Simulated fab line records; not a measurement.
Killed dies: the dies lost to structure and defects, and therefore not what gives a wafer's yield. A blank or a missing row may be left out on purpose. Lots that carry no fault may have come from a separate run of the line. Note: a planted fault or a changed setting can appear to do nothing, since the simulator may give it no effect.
A lot that was struck, set against a sound lot / flow sfq_line / 14 steps out of a route of 325
Sound: wafers L331.1, L331.2, L331.5. Struck: wafers L336.1, L336.5. (L336.6 of the same lot was not struck and is left out.) The cause comes at the end.
For every step that has rows: the tool of each side, followed by ch and its chambers, followed by its first start. Under that, the readings that differ: sound wafers / struck wafers / difference of the means / sigmas: that difference in standard deviations of wafers without a fault.
alike: same words and numbers on both sides, and readings whose means sit less than 2 such deviations apart. not compared: any withheld reading, any reading some wafer has no value for, any bound like >300 that may hide the same value, and any number with overlapping values for which the record gives no deviation.
A row with sigmas, a row that says differs or no value, or rows on one side alone: a step with any of these is where the two part. Numbers that have no deviation but don't overlap get no sigmas and don't part them. A reading that every wafer of one side lacks parts them only if that side has two wafers or more.

first, 2 steps without rows for these wafers: SFQ_TRILAYER_I3_VIA_STRIP_SOLV_CLEAN_090 (cleans in NMP, time 600 s); SFQ_TRILAYER_M4_DEP_PRE_CLEAN_092 (time 22.5 s).
SFQ_TRILAYER_M4_DEP_SPUTTER_091: material Nb, target thk 200 nm, time 133.3 s.
  struck on pvd_sputter-04, day 42 14:06; sound on pvd_sputter-04, day 36 23:57
  alike: throttle_valve_pct
SFQ_M4_RS_MEAS_924: measurement is done with a four-point probe.
  struck on film_metro-02, day 42 14:11; sound on film_metro-02, day 37 00:02
  alike: M4_NB_RS
then, 6 steps without rows for these wafers: SFQ_TRILAYER_M4_LITHO_COAT_098 (resist thk 62 nm); SFQ_TRILAYER_M4_LITHO_COAT_093 (resist thk 600 nm); SFQ_TRILAYER_M4_LITHO_SOFTBAKE_097; SFQ_TRILAYER_M4_LITHO_EXPOSE_094 (exposes mask M4, target cd 500 nm); SFQ_TRILAYER_M4_LITHO_PEB_096 (peb time 60 s); SFQ_TRILAYER_M4_LITHO_DEVELOP_095 (time 60 s).
SFQ_M4_OVL_MEAS_926:
  struck on overlay-02, day 42 19:01; sound on overlay-02, day 41 17:55
  alike: M4_OVL
SFQ_TRILAYER_M4_BARC_OPEN_METAL_ETCH_123: etches BARC in O2, target depth 125 nm, time 41.7 s.
  sound on rie_metal-03 ch 0,1, day 41 17:56; struck on rie_metal-04 ch 0, day 42 19:04
reading=model.KrF_of_TRILAYER_M4_LITHO_COAT_093.thk_nm (nm); sound=523.4 524.4 523.6; struck=529.3 527.5; difference=+4.6; sigmas=
  alike: bias_w, drypump_motor_current_A, oes_product_au
  not compared: rf_hours_counter_h
SFQ_TRILAYER_M4_ETCH_METAL_ETCH_096: etches Nb in Cl2/Ar, stops on SiO2, target depth 240 nm, time 120 s.
  sound on rie_metal-03 ch 0,1, day 41 18:00; struck on rie_metal-04 ch 0, day 42 19:07
reading=model.KrF_of_TRILAYER_M4_LITHO_COAT_093.thk_nm (nm); sound=382.6 383.2 383.7; struck=384.6 385; difference=+1.6; sigmas=
  alike: bias_w, drypump_motor_current_A, oes_product_au
  not compared: rf_hours_counter_h
SFQ_TRILAYER_M4_STRIP_STRIP_097: strips in O2.
  sound on rie_metal-03 ch 0,1, day 41 18:08; struck on rie_metal-04 ch 0, day 42 19:14
reading=oes_product_au (a.u.); sound=1.004 0.996 1.002; struck=1.013 1.019; difference=+0.015; sigmas=+2
  alike: drypump_motor_current_A
  not compared: rf_hours_counter_h

== WHERE THEY PART ==
At SFQ_TRILAYER_M4_STRIP_STRIP_097 and nowhere else, as far as this record goes.

WHY: whatever the simulator had introduced
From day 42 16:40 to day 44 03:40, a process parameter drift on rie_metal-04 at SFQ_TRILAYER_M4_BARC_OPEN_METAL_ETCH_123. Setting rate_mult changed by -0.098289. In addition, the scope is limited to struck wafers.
